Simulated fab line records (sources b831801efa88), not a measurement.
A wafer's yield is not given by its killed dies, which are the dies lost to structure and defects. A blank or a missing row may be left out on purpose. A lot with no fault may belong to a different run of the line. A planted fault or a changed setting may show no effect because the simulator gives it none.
Chamber matching + flow sfq-line + SFQ_TRILAYER_I4_DEP_PECVD_099 on pecvd-04: 3 sister chambers
The step deposits SiO2 from SiH4/N2O, time 111.11 s, target thk 500 nm. 14 wafers are shown with their chamber, then 7 later ones without.

== EACH WAFER AND ITS CHAMBER ==
| wafer  | chamber | heater-power-w (W) | chamber-pressure-Torr (Torr) | rf-fwd-power-W (W) |
|--------|---------|--------------------|------------------------------|--------------------|
| L388.2 | 0       | 62                 | 2.403                        | 182.1              |
| L388.5 | 2       | 92                 | 2.398                        | 182.7              |
| L388.6 | 0       | 64                 | 2.395                        | 181.7              |
| L392.4 | 2       | 92                 | 2.401                        | 182.7              |
| L392.5 | 0       | 59                 | 2.405                        | 182.3              |
| L392.6 | 1       | 69                 | 2.399                        | 183.1              |
| L393.3 | 0       | 55                 | 2.398                        | 183.1              |
| L393.4 | 2       | 92                 | 2.393                        | 183.1              |
| L393.6 | 1       | 65                 | 2.403                        | 183.3              |
| L397.2 | 0       | 55                 | 2.404                        | 181.9              |
| L397.3 | 1       | 77                 | 2.404                        | 182.7              |
| L397.6 | 2       | 100                | 2.400                        | 182.8              |
| L404.1 | 1       | 81                 | 2.401                        | 181.8              |
| L404.4 | 1       | 83                 | 2.410                        | 182.0              |

SIGNATURES, as means of the wafers listed above
| reading               | chamber 0 | chamber 1 | chamber 2 | scatter within a chamber |
|-----------------------|-----------|-----------|-----------|--------------------------|
| heater-power-w        | 59.00     | 75.00     | 94.00     | 5.67                     |
| chamber-pressure-Torr | 2.40100   | 2.40340   | 2.39800   | 0.00406                  |
| rf-fwd-power-W        | 182.220   | 182.580   | 182.825   | 0.524                    |
Rule: a wafer lies at a distance from a chamber equal to the root of the sum of squares, over the readings, of (its reading less the chamber's mean, divided by the reading's scatter). If the next closest chamber is less than 2 further off than the closest, the wafer can't be placed; otherwise it belongs to the closest. The scatter: the root of (the sum of the squares of (reading less its chamber's mean) over the shown wafers, divided by (wafers less chambers)).

== WAFERS MISSING THEIR CHAMBER ==
| wafer  | heater-power-w (W) | chamber-pressure-Torr (Torr) | rf-fwd-power-W (W) |
|--------|--------------------|------------------------------|--------------------|
| L404.5 | 92                 | 2.405                        | 181.5              |
| L406.1 | 55                 | 2.399                        | 183.5              |
| L406.2 | 80                 | 2.402                        | 181.7              |
| L406.6 | 97                 | 2.403                        | 183.0              |
| L408.1 | 88                 | 2.399                        | 181.9              |
| L408.3 | 45                 | 2.400                        | 182.9              |
| L408.5 | 84                 | 2.401                        | 183.1              |

== EACH ONE'S CHAMBER ==
| wafer  | from the rows above          | in truth |
|--------|------------------------------|----------|
| L404.5 | can't be placed: 2 or 1      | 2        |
| L406.1 | can't be placed: 0 or 1      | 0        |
| L406.2 | can't be placed: 1 or 2 or 0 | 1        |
| L406.6 | 2                            | 2        |
| L408.1 | can't be placed: 2 or 1      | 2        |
| L408.3 | 0                            | 0        |
| L408.5 | can't be placed: 1 or 2      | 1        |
Correct placement for 2 of the 7. Not placeable from these rows: 5 (in 5, the candidates include the true chamber). Number placed wrongly: 0.
